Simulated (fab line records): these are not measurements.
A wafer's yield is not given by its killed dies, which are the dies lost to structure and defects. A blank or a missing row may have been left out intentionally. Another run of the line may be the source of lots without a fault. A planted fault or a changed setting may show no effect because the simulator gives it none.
The same fault as seen by 2 desks    flow sky130    each desk has only its own numbers; what lay behind them comes last

## AT THE TOOL OWNER'S DESK: litho_track-02
The tool's own readings at SKY_FIELD_ISO_COAT_07 (resist thk 60 nm): means of the sampled wafers that have a number, for each lot that ran on this tool. If a lot's mean is further than 4 standard deviations from the usual mean, the lot is out of limits and carries the mark OUT (the distance appears in the brackets).
Columns: A = spin_speed_rpm at SKY_FIELD_ISO_COAT_07, usual 3000.1 rpm
lot   first seen here  A
L843  day 4 17:40      3000.2
L844  day 4 19:47      3001.8
L847  day 5 13:25      3154.5 (+77) OUT
L849  day 5 23:59      3157.2 (+79) OUT
This desk's verdict: out of limits on L847, L849, starting with L847 at day 5 13:25 (spin_speed_rpm at SKY_FIELD_ISO_COAT_07). L843, L844 stayed within limits.

## THE METROLOGY DESK
What the gauges read for every lot (on any tool): the sampled wafers with a number, averaged. If a lot's mean is further than 4 standard deviations from the usual mean, the lot is out of limits and carries the mark OUT (the distance appears in the brackets).
Columns: A = FIELD_ISO_CVD_03_THK at SKY_FIELD_ISO_THK_MEAS_04, usual 163.8 nm; B = CONTACT_W_RS at SKY_CONTACT_RS_MEAS_25, usual 0.339 ohm/sq
lot   first seen here  A      B
L830  day 1 17:03      163.3  0.334
L831  day 1 21:23      164.2  0.338
L837  day 3 01:41      165.1  0.340
L840  day 3 17:35      162.6  0.339
L842  day 4 01:30      162.8  0.338
L843  day 4 08:58      165.7  0.339
L844  day 4 11:30      161.6  0.342
L847  day 5 04:38      163.9  0.339
L848  day 5 08:58      164.1  0.334
L849  day 5 15:01      164.6  0.337
L851  day 5 23:26      166.0  0.336
L853  day 6 10:13      163.5  0.337
This desk's verdict: no lot among the 12 shows anything out of limits.

## PUT TOGETHER
At day 5 13:25, on L847, L849, the tool owner's desk was in a position to raise an alarm.
Nothing out of limits was seen by the metrology desk.
The metrology desk holds a record of L847, L849, inside its limits.
Every lot named ran SKY_FIELD_ISO_COAT_07 on litho_track-02.

## WHAT THE SIMULATOR PUT IN
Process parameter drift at SKY_FIELD_ISO_COAT_07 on litho_track-02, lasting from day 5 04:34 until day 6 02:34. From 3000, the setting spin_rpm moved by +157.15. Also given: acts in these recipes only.
Lots struck among those shown: L847, L849.
Hours from the fault's start to each desk's first reading out of limits: the tool owner's desk, 9.
